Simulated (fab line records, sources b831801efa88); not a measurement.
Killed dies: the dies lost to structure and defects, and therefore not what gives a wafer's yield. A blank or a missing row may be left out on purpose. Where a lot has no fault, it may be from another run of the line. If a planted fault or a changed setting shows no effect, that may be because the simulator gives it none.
fab line records + flow sky130
[record]
- lots = 13
- wafers = 39
- last_day = 50
route steps=708 shown NWELL@60 PWDE@84 VT_ADJUST_HVTP@95 PAD_OPEN@708
lots that met no fault: from a run of the same line without faults
start_h: start of the lot's first displayed wafer, in hours after the record's first day + wait_h: hours since the lot's step before + " as in the row above + L1.1+2: one row covering several wafers at once + - no value, or no start was given + * or withheld: withheld + < > ~ a bound
route shown NAME@n: NAME is a module with steps in the file, n the number in the route of the first one + usual: mean/standard deviation taken from wafers without a fault + same: alike in all rows + chamber/n: place in a boat + sites: readings site by site + _std_site: the standard deviation of these + _edge_site: mean of outer sites minus mean of inner sites + radius_mm: how far each site lies from the wafer's centre + mask NAME#n: copy n + behind: the tool/chamber that last shaped the wafer + hold: why the lot was held/for how many hours/how that ended + device: the transistor (n, p or np) that didn't switch + end of line: tests of these same wafers at the route's end + a step with no rows: only its recipe + killed: at the first sort, the dies lost to defects and structure; wafer yield is something else + map: shows each die of a wafer: x if killed, . if not, _ if none is there
set.NAME: setting as actually run; set.NAME@STEP: the setting as run at that earlier step + model.NAME: the simulator's own value behind a step, which no gauge read
the route's steps for a sample of lots (tables are steps, rows are wafers)
services: when a tool's chamber went out of use (start_h, in hours from the record's first day, below 0 if earlier), for how many hours, and the reason
[[steps]]
[step SKY_NWELL_EXPOSE_07]
[recipe]
- mask_id = NWM
- na = 0.6
- source_shape = conventional
- sigma_outer = 0.6
- polarization = unpolarized
- target_cd_nm = 840
- dose_mj = 255
[usual]
- exposure_dose_mJ_cm2 = 255.07/0.23
| lot.wafer | tool             | chamber | start_h | wait_h | mask     | exposure_dose_mJ_cm2 |
|-----------|------------------|---------|---------|--------|----------|----------------------|
| L361.1    | iline_stepper-02 | 0       | 78.27   | -      | NWM#0    | 255.13               |
| L361.2    | "                | 0       | "       | "      | NWM#0    | 254.82               |
| L361.6    | "                | 0       | "       | "      | NWM#0    | 255.04               |
| L362.1    | iline_stepper-02 | 0       | 82.49   | -      | NWM#0    | 254.77               |
| L362.2    | "                | 0       | "       | "      | NWM#0    | 254.69               |
| L362.6    | "                | 0       | "       | "      | NWM#0    | 255.00               |
| L365.4    | iline_stepper-01 | 0       | 102.48  | -      | NWM#0    | 255.14               |
| L365.5    | "                | 0       | "       | "      | NWM#0    | 254.80               |
| L365.6    | "                | 0       | "       | "      | NWM#0    | 255.09               |
| L366.1    | iline_stepper-01 | 0       | 105.61  | -      | NWM#0    | 255.27               |
| L366.3    | "                | 0       | "       | "      | NWM#0    | 255.15               |
| L366.6    | "                | 0       | "       | "      | NWM#0    | 254.82               |
| L367.2    | iline_stepper-02 | 0       | 113.91  | -      | NWM#0    | 255.32               |
| L367.5    | "                | 0       | "       | "      | NWM#0    | 255.39               |
| L367.6    | "                | 0       | "       | "      | NWM#0    | 255.10               |
| L369.1    | iline_stepper-02 | 0       | 119.73  | -      | NWM#0    | 255.16               |
| L369.2    | "                | 0       | "       | "      | NWM#0    | 254.89               |
| L369.5    | "                | 0       | "       | "      | NWM#0    | 254.94               |
| L370.1    | iline_stepper-01 | 0       | 132.67  | -      | NWM#0    | 255.25               |
| L370.2    | "                | 0       | "       | "      | NWM#0    | 255.25               |
| L370.5    | "                | 0       | "       | "      | NWM#0    | 255.06               |
| L372.1    | iline_stepper-02 | 0       | 143.58  | -      | NWM_R1#0 | 255.15               |
| L372.2    | "                | 0       | "       | "      | NWM_R1#0 | 255.37               |
| L372.3    | "                | 0       | "       | "      | NWM_R1#0 | 255.14               |
| L373.1    | iline_stepper-02 | 0       | 147.24  | -      | NWM#0    | 255.45               |
| L373.4    | "                | 0       | "       | "      | NWM#0    | 255.53               |
| L373.6    | "                | 0       | "       | "      | NWM#0    | 255.36               |
| L381.3    | iline_stepper-02 | 0       | 193.23  | -      | NWM#0    | 255.30               |
| L381.4    | "                | 0       | "       | "      | NWM#0    | 254.98               |
| L381.6    | "                | 0       | "       | "      | NWM#0    | 254.96               |
| L382.2    | iline_stepper-01 | 0       | 199.45  | -      | NWM#0    | 255.21               |
| L382.3    | "                | 0       | "       | "      | NWM#0    | 255.11               |
| L382.6    | "                | 0       | "       | "      | NWM#0    | 255.37               |
| L383.2    | iline_stepper-01 | 0       | 202.26  | -      | NWM#0    | 254.93               |
| L383.4    | "                | 0       | "       | "      | NWM#0    | 254.80               |
| L383.6    | "                | 0       | "       | "      | NWM#0    | 254.99               |
| L384.1    | iline_stepper-01 | 0       | 208.09  | -      | NWM#0    | 255.06               |
| L384.2    | "                | 0       | "       | "      | NWM#0    | 255.01               |
| L384.6    | "                | 0       | "       | "      | NWM#0    | 254.78               |
[step SKY_NWELL_RS_MEAS_31]
[recipe]
- thk_meas_gauge = four-point-probe
[usual]
- PWDE_RS = 5358/23
| lot.wafer | tool          | chamber | start_h | wait_h | PWDE_RS[ohm/sq] |
|-----------|---------------|---------|---------|--------|-----------------|
| L361.1    | film_metro-03 | -       | 105.30  | 0.1    | 5333            |
| L361.2    | "             | -       | "       | "      | 5317            |
| L361.6    | "             | -       | "       | "      | 5335            |
| L362.1    | film_metro-03 | -       | 109.62  | 0.1    | 5381            |
| L362.2    | "             | -       | "       | "      | 5364            |
| L362.6    | "             | -       | "       | "      | 5391            |
| L365.4    | film_metro-01 | -       | 131.41  | 0.1    | 5356            |
| L365.5    | "             | -       | "       | "      | 5325            |
| L365.6    | "             | -       | "       | "      | 5350            |
| L366.1    | film_metro-01 | -       | 134.65  | 0.1    | 5393            |
| L366.3    | "             | -       | "       | "      | 5375            |
| L366.6    | "             | -       | "       | "      | 5387            |
| L367.2    | film_metro-01 | -       | 143.34  | 0.1    | 5357            |
| L367.5    | "             | -       | "       | "      | 5348            |
| L367.6    | "             | -       | "       | "      | 5364            |
| L369.1    | film_metro-02 | -       | 150.10  | 0.1    | 5366            |
| L369.2    | "             | -       | "       | "      | 5352            |
| L369.5    | "             | -       | "       | "      | 5364            |
| L370.1    | film_metro-03 | -       | 163.57  | 0.1    | 5335            |
| L370.2    | "             | -       | "       | "      | 5353            |
| L370.5    | "             | -       | "       | "      | 5350            |
| L372.1    | film_metro-01 | -       | 175.25  | 0.1    | 5392            |
| L372.2    | "             | -       | "       | "      | 5380            |
| L372.3    | "             | -       | "       | "      | 5381            |
| L373.1    | film_metro-01 | -       | 179.37  | 0.1    | 5338            |
| L373.4    | "             | -       | "       | "      | 5318            |
| L373.6    | "             | -       | "       | "      | 5341            |
| L381.3    | film_metro-01 | -       | 227.45  | 0.1    | 5415            |
| L381.4    | "             | -       | "       | "      | 5368            |
| L381.6    | "             | -       | "       | "      | 5375            |
| L382.2    | film_metro-01 | -       | 235.35  | 0.1    | 5368            |
| L382.3    | "             | -       | "       | "      | 5366            |
| L382.6    | "             | -       | "       | "      | 5370            |
| L383.2    | film_metro-03 | -       | 237.37  | 0.1    | 5325            |
| L383.4    | "             | -       | "       | "      | 5331            |
| L383.6    | "             | -       | "       | "      | 5330            |
| L384.1    | film_metro-01 | -       | 243.76  | 0.1    | 5378            |
| L384.2    | "             | -       | "       | "      | 5370            |
| L384.6    | "             | -       | "       | "      | 5374            |
[step SKY_VT_ADJUST_HVTP_STRIP_10]
[recipe]
- chemistry = O2/N2
- power_w = 1400
- pressure_mtorr = 1500
- platen_temp_c = withheld
- o2_flow_sccm = 3000
- n2_flow_sccm = 300
- overash_fraction = 0.5
[usual]
- drypump_motor_current_A = 5.5/0.36
- oes_product_au = 0.715/0.0046
- strip_time_to_endpoint_s = 14.17/0.037
| lot.wafer | tool            | chamber | start_h | wait_h | drypump_motor_current_A | oes_product_au | rf_hours_counter_h | strip_time_to_endpoint_s |
|-----------|-----------------|---------|---------|--------|-------------------------|----------------|--------------------|--------------------------|
| L361.1    | plasma_asher-04 | 0       | 123.09  | 0.1    | 5.1                     | 0.710          | 31                 | 14.20                    |
| L361.2    | "               | 1       | "       | "      | 5.7                     | 0.716          | 31                 | 14.23                    |
| L361.6    | "               | 1       | "       | "      | 5.6                     | 0.715          | -                  | 14.21                    |
| L362.1    | plasma_asher-02 | 1       | 128.18  | 0.1    | 5.9                     | 0.721          | 43                 | 14.22                    |
| L362.2    | "               | 0       | "       | "      | 5.1                     | 0.712          | 43                 | 14.21                    |
| L362.6    | "               | 1       | "       | "      | 5.9                     | 0.713          | -                  | 14.22                    |
| L365.4    | plasma_asher-02 | 1       | 151.43  | 0.1    | 5.9                     | 0.718          | -                  | 14.11                    |
| L365.5    | "               | 1       | "       | "      | 5.9                     | 0.714          | -                  | 14.18                    |
| L365.6    | "               | 0       | "       | "      | 5.1                     | 0.703          | -                  | 14.19                    |
| L366.1    | plasma_asher-03 | 1       | 154.22  | 0.1    | 6.0                     | 0.717          | 4                  | 14.19                    |
| L366.3    | "               | 1       | "       | "      | 6.0                     | 0.716          | -                  | 14.24                    |
| L366.6    | "               | 1       | "       | "      | 6.0                     | 0.709          | -                  | 14.19                    |
| L367.2    | plasma_asher-02 | 0       | 164.27  | 0.1    | 5.1                     | 0.715          | 47                 | 14.09                    |
| L367.5    | "               | 0       | "       | "      | 5.2                     | 0.721          | -                  | 14.11                    |
| L367.6    | "               | 1       | "       | "      | 5.9                     | 0.709          | -                  | 14.12                    |
| L369.1    | plasma_asher-02 | 0       | 171.84  | 0.1    | 5.1                     | 0.706          | 49                 | 14.19                    |
| L369.2    | "               | 1       | "       | "      | 5.9                     | 0.708          | 49                 | 14.14                    |
| L369.5    | "               | 1       | "       | "      | 5.9                     | 0.720          | -                  | 14.09                    |
| L370.1    | plasma_asher-04 | 1       | 183.77  | 0.1    | 5.6                     | 0.713          | 38                 | 14.16                    |
| L370.2    | "               | 0       | "       | "      | 5.1                     | 0.712          | 38                 | 14.14                    |
| L370.5    | "               | 1       | "       | "      | 5.6                     | 0.720          | -                  | 14.15                    |
| L372.1    | plasma_asher-02 | 1       | 194.94  | 0.1    | 5.9                     | 0.712          | 51                 | 14.08                    |
| L372.2    | "               | 0       | "       | "      | 5.1                     | 0.714          | 51                 | 14.10                    |
| L372.3    | "               | 1       | "       | "      | 5.9                     | 0.713          | -                  | 14.09                    |
| L373.1    | plasma_asher-04 | 1       | 198.47  | 0.1    | 5.6                     | 0.709          | 39                 | 14.23                    |
| L373.4    | "               | 1       | "       | "      | 5.6                     | 0.711          | -                  | 14.25                    |
| L373.6    | "               | 1       | "       | "      | 5.6                     | 0.713          | -                  | 14.22                    |
| L381.3    | plasma_asher-03 | 1       | 250.71  | 0.1    | 6.1                     | 0.707          | -                  | 14.14                    |
| L381.4    | "               | 0       | "       | "      | 5.7                     | 0.723          | -                  | 14.13                    |
| L381.6    | "               | 0       | "       | "      | 5.7                     | 0.710          | -                  | 14.17                    |
| L382.2    | plasma_asher-02 | 0       | 259.42  | 0.1    | 5.1                     | 0.714          | 57                 | 14.14                    |
| L382.3    | "               | 1       | "       | "      | 5.9                     | 0.709          | -                  | 14.23                    |
| L382.6    | "               | 1       | "       | "      | 5.9                     | 0.721          | -                  | 14.18                    |
| L383.2    | plasma_asher-02 | 0       | 261.64  | 0.1    | 5.1                     | 0.715          | 57                 | 14.16                    |
| L383.4    | "               | 1       | "       | "      | 5.9                     | 0.719          | -                  | 14.20                    |
| L383.6    | "               | 0       | "       | "      | 5.1                     | 0.715          | -                  | 14.17                    |
| L384.1    | plasma_asher-02 | 0       | 268.54  | 0.1    | 5.1                     | 0.709          | 58                 | 14.16                    |
| L384.2    | "               | 1       | "       | "      | 5.9                     | 0.716          | 58                 | 14.10                    |
| L384.6    | "               | 0       | "       | "      | 5.1                     | 0.714          | -                  | 14.17                    |
[step SKY_VT_ADJUST_HVTP_TW_MEAS_11]
[usual]
- VT_ADJUST_HVTP_TW = 1349/7.1
| lot.wafer | tool          | chamber | start_h | wait_h | VT_ADJUST_HVTP_TW |
|-----------|---------------|---------|---------|--------|-------------------|
| L361.1    | film_metro-03 | -       | 123.19  | 0.1    | 1355              |
| L361.2    | "             | -       | "       | "      | 1352              |
| L361.6    | "             | -       | "       | "      | 1349              |
| L362.1    | film_metro-01 | -       | 128.28  | 0.1    | 1355              |
| L362.2    | "             | -       | "       | "      | 1352              |
| L362.6    | "             | -       | "       | "      | 1356              |
| L365.4    | film_metro-03 | -       | 151.52  | 0.1    | 1341              |
| L365.5    | "             | -       | "       | "      | 1342              |
| L365.6    | "             | -       | "       | "      | 1347              |
| L366.1    | film_metro-03 | -       | 154.32  | 0.1    | 1346              |
| L366.3    | "             | -       | "       | "      | 1333              |
| L366.6    | "             | -       | "       | "      | 1345              |
| L367.2    | film_metro-03 | -       | 164.38  | 0.1    | 1338              |
| L367.5    | "             | -       | "       | "      | 1345              |
| L367.6    | "             | -       | "       | "      | 1347              |
| L369.1    | film_metro-03 | -       | 171.94  | 0.1    | 1335              |
| L369.2    | "             | -       | "       | "      | 1346              |
| L369.5    | "             | -       | "       | "      | 1337              |
| L370.1    | film_metro-03 | -       | 183.87  | 0.1    | 1342              |
| L370.2    | "             | -       | "       | "      | 1350              |
| L370.5    | "             | -       | "       | "      | 1345              |
| L372.1    | film_metro-03 | -       | 195.04  | 0.1    | 1343              |
| L372.2    | "             | -       | "       | "      | 1338              |
| L372.3    | "             | -       | "       | "      | 1346              |
| L373.1    | film_metro-03 | -       | 198.57  | 0.1    | 1348              |
| L373.4    | "             | -       | "       | "      | 1346              |
| L373.6    | "             | -       | "       | "      | 1352              |
| L381.3    | film_metro-03 | -       | 250.79  | 0.1    | 1341              |
| L381.4    | "             | -       | "       | "      | 1334              |
| L381.6    | "             | -       | "       | "      | 1337              |
| L382.2    | film_metro-03 | -       | 259.53  | 0.1    | 1339              |
| L382.3    | "             | -       | "       | "      | 1346              |
| L382.6    | "             | -       | "       | "      | 1340              |
| L383.2    | film_metro-04 | -       | 261.75  | 0.1    | 1356              |
| L383.4    | "             | -       | "       | "      | 1364              |
| L383.6    | "             | -       | "       | "      | 1362              |
| L384.1    | film_metro-04 | -       | 268.64  | 0.1    | 1354              |
| L384.2    | "             | -       | "       | "      | 1354              |
| L384.6    | "             | -       | "       | "      | 1356              |
[step SKY_PAD_OPEN_PROBE_99]
[usual]
- killed_at_M0_to_M3 = 44/7.3
- killed_at_M4_up = 3.3/1.8
- killed_at_contacts = 24/5.3
- killed_at_front_end = 16/5
- killed_at_other = 0.2/0.51
- killed_dies = 87/10
- killed_open = 47/7.5
- killed_short = 40/6.3
[same]
- gross_dies = 492
- killed_at_back_side = 0
| lot.wafer | tool      | chamber | start_h | wait_h | killed_at_M0_to_M3 | killed_at_M4_up | killed_at_contacts | killed_at_front_end | killed_at_other | killed_dies | killed_open | killed_short |
|-----------|-----------|---------|---------|--------|--------------------|-----------------|--------------------|---------------------|-----------------|-------------|-------------|--------------|
| L372.1    | prober-01 | -       | 1147.46 | 0.1    | 47                 | 1               | 19                 | 16                  | 0               | 83          | 42          | 41           |
| L372.2    | prober-01 | -       | 1147.51 | 0.1    | 46                 | 6               | 20                 | 10                  | 0               | 82          | 38          | 44           |
| L372.3    | prober-01 | -       | 1147.56 | 0.2    | 41                 | 1               | 31                 | 14                  | 0               | 87          | 43          | 44           |
// killed by level:class
L372.1 VIA2:geometric_particle:open=9 VIA1:geometric_particle:open=9 METAL2:geometric_particle:short=9 LI_CONTACT:geometric_particle:open=6 CONTACT:geometric_particle:open=5 METAL1:geometric_particle:short=5 VIA3:geometric_particle:open=4 FIELD_ISO:geometric_particle:open=3
L372.2 METAL1:geometric_particle:short=11 VIA1:geometric_particle:open=9 VIA3:geometric_particle:open=7 CONTACT:geometric_particle:open=6 CONTACT:geometric_particle:short=5 METAL4:geometric_particle:short=4 LI_CONTACT:geometric_particle:open=4 LOCAL_INTERCONNECT:geometric_particle:short=4
L372.3 CONTACT:geometric_particle:open=11 CONTACT:geometric_particle:short=8 FIELD_ISO:geometric_particle:short=7 VIA3:geometric_particle:open=7 LI_CONTACT:geometric_particle:open=6 VIA2:geometric_particle:open=6 METAL2:geometric_particle:short=6 METAL1:geometric_particle:short=5
[[services]]
| tool             | chamber | start_h | hours | kind       |
|------------------|---------|---------|-------|------------|
| iline_stepper-01 | -       | 72.34   | 7.9   | repair     |
| plasma_asher-04  | -       | 88.64   | 0.7   | repair     |
| plasma_asher-03  | -       | 104.93  | 4.3   | pm         |
| plasma_asher-03  | -       | 109.26  | 9.0   | pm         |
| plasma_asher-03  | 0       | 109.26  | 9.0   | vent_cycle |
| plasma_asher-03  | 1       | 109.26  | 9.0   | vent_cycle |
| plasma_asher-03  | 0       | 118.26  | -     | clean      |
| plasma_asher-03  | 1       | 118.26  | -     | clean      |
| plasma_asher-02  | -       | 123.66  | 3.7   | repair     |
| iline_stepper-01 | -       | 125.92  | 1.7   | pm         |
| iline_stepper-02 | -       | 131.92  | 4.4   | pm         |
| plasma_asher-03  | -       | 161.29  | 8.1   | repair     |
| plasma_asher-02  | -       | 197.02  | 3.7   | repair     |
| iline_stepper-02 | -       | 207.30  | 5.4   | repair     |
| plasma_asher-04  | -       | 210.57  | 2.8   | pm         |
| plasma_asher-02  | -       | 219.82  | 1.9   | repair     |
[[key]]
[first_sign]
- step = SKY_NWELL_EXPOSE_07
- reading = mask
- direction = changed
effect none on later readings
met_at SKY_NWELL_EXPOSE_07
struck_lots L372
tester_left_out L372
not_acting_at SKY_NWELL_RS_MEAS_31,SKY_VT_ADJUST_HVTP_STRIP_10,SKY_VT_ADJUST_HVTP_TW_MEAS_11
onset_between 119.73 143.58
[fault]
- kind = wrong_mask
- tool = any
- chamber = -
- onset_h = 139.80
- steps = SKY_NWELL_EXPOSE_07
- aux_copy = NWM_R1#0
- cd_offset_nm = -42
- scope = struck_lots_only
// tester_left_out: of these lots the tester's yield and bins aren't shown, on N5 and GAA mostly nor the transistor test; their killed dies are dies lost to structure and defects alone, not to doping, threshold or leakage, so they don't give the yield
